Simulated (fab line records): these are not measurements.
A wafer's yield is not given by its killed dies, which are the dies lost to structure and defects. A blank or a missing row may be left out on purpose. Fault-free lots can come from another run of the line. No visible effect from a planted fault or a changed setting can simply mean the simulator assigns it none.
Comparing a struck lot with a sound one | flow sky130 | 16 out of 708 route steps
Sound: these wafers, L161.4, L161.5, L161.6. Struck: wafer L166.1. (L166.3 of the same lot was not struck and is left out.) The cause comes at the end.
Each step with rows lists, per side, the tool, then ch with its chambers, then its first start. Under that, the readings that differ: sound wafers | struck wafers | difference of the means | sigmas: that difference in standard deviations of wafers without a fault.
alike: readings with means less than 2 such deviations apart, plus words and numbers identical on both sides. not compared: withheld readings, readings lacking a value on some wafer, bounds such as >300 that could conceal the same value, and numbers that have no deviation in the record and whose values overlap.
The two part at a step that has a row with sigmas, a row that says differs or no value, or rows on one side only. Numbers that have no deviation but don't overlap get no sigmas and don't part them. A reading missing from all wafers of one side parts the sides only when that side holds two or more wafers.

SKY_GATE_OXIDE_TW_MEAS_14:
  sound: film_metro-04 at day 17 07:49; struck: film_metro-03 at day 19 02:04
  alike: GATE_OXIDE_TW
then, 3 steps without rows for these wafers: SKY_GATE_OXIDE_CLEAN_15 (cleans in SC1/SC2, time 150 s); SKY_GATE_OXIDE_OXIDATION_16 (stabilise 600 s, purge 300 s, target thk 3.57 nm); SKY_POLY_GATE_CVD_00 (deposits poly-Si, target thk 180 nm, time 720 s).
SKY_POLY_GATE_THK_MEAS_01:
  sound: film_metro-02 at day 17 11:29; struck: film_metro-03 at day 19 08:17
  alike: POLY_GATE_CVD_00_THK
then, 7 steps without rows for these wafers: SKY_RES_PROTECT_DEHYDRATE_00 (time 60 s); SKY_RES_PROTECT_HMDS_01 (prime time 60 s); SKY_RES_PROTECT_COAT_02 (resist thk 1140 nm); SKY_RES_PROTECT_SOFTBAKE_03 (time 60 s); SKY_RES_PROTECT_EXPOSE_04 (exposes mask RPM, target cd 1270 nm); SKY_RES_PROTECT_PEB_05; SKY_RES_PROTECT_DEVELOP_06 (develop time 60 s).
SKY_POLY_GATE_IMPLANT_02:
  sound on implanter-02 ch 0, day 18 17:53; struck on implanter-02 ch 0, day 20 14:37
  reading            | sound             | struck | difference | sigmas
  beam_on_s (s)      | 41.0 38.4 39.2    | 52.3   | +12.8      | +4
  faraday_current_uA | 10384 11061 10804 | 8123   | -2627      | -3
  alike: dose_ions_cm2
SKY_RES_PROTECT_STRIP_07: strips in O2/N2.
  sound on plasma_asher-01 ch 0,1, day 18 17:59; struck on plasma_asher-02 ch 0, day 20 14:46
  reading                      | sound             | struck | difference                   | sigmas
  oes_product_au (a.u.)        | 0.515 0.513 0.520 | 0.503  | -0.013                       | -3
  rf_hours_counter_h (h)       | - - -             | 66     | no value on the sound wafers |
  strip_time_to_endpoint_s (s) | 23.27 23.27 23.31 | 24.45  | +1.17                        | +21
  alike: drypump_motor_current_A
SKY_RES_PROTECT_TW_MEAS_08:
  sound: film_metro-02 at day 18 18:05; struck: film_metro-02 at day 20 14:52
  alike: POLY_GATE_TW
-- a jump in the record: the struck wafers' starts before and after are 29 days apart (it breaks off in module RES_PROTECT and resumes in module PAD_OPEN, where the first step shown is number 708 of the route) --
SKY_PAD_OPEN_PROBE_99:
  sound: prober-01 at day 48 04:42; struck: prober-02 at day 49 11:37
  reading                          | sound             | struck | difference | sigmas
  model.etest.res_poly.line_ohm_um | 530.4 528.9 513.5 | 445.4  | -78.9      |
  model.etest.licon_poly.rc_ohm    | 157.7 155.3 155.6 | 123.7  | -32.5      |
  model.etest.res_poly.rs_ohm_sq   | 48.19 47.88 48.85 | 40.61  | -7.70      |
  alike: killed_at_M0_to_M3, killed_at_M4_up, killed_at_contacts, killed_at_front_end, killed_at_other, killed_dies, killed_open, killed_short

WHERE THEY PART
Last at SKY_RES_PROTECT_STRIP_07 as far as this record goes, first at SKY_POLY_GATE_IMPLANT_02. Later steps at which nothing parts them and some readings are alike: SKY_RES_PROTECT_TW_MEAS_08, SKY_PAD_OPEN_PROBE_99.

WHY: whatever the simulator had introduced
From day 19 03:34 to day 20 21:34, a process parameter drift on implanter-02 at SKY_POLY_GATE_IMPLANT_02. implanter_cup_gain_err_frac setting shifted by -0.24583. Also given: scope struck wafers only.
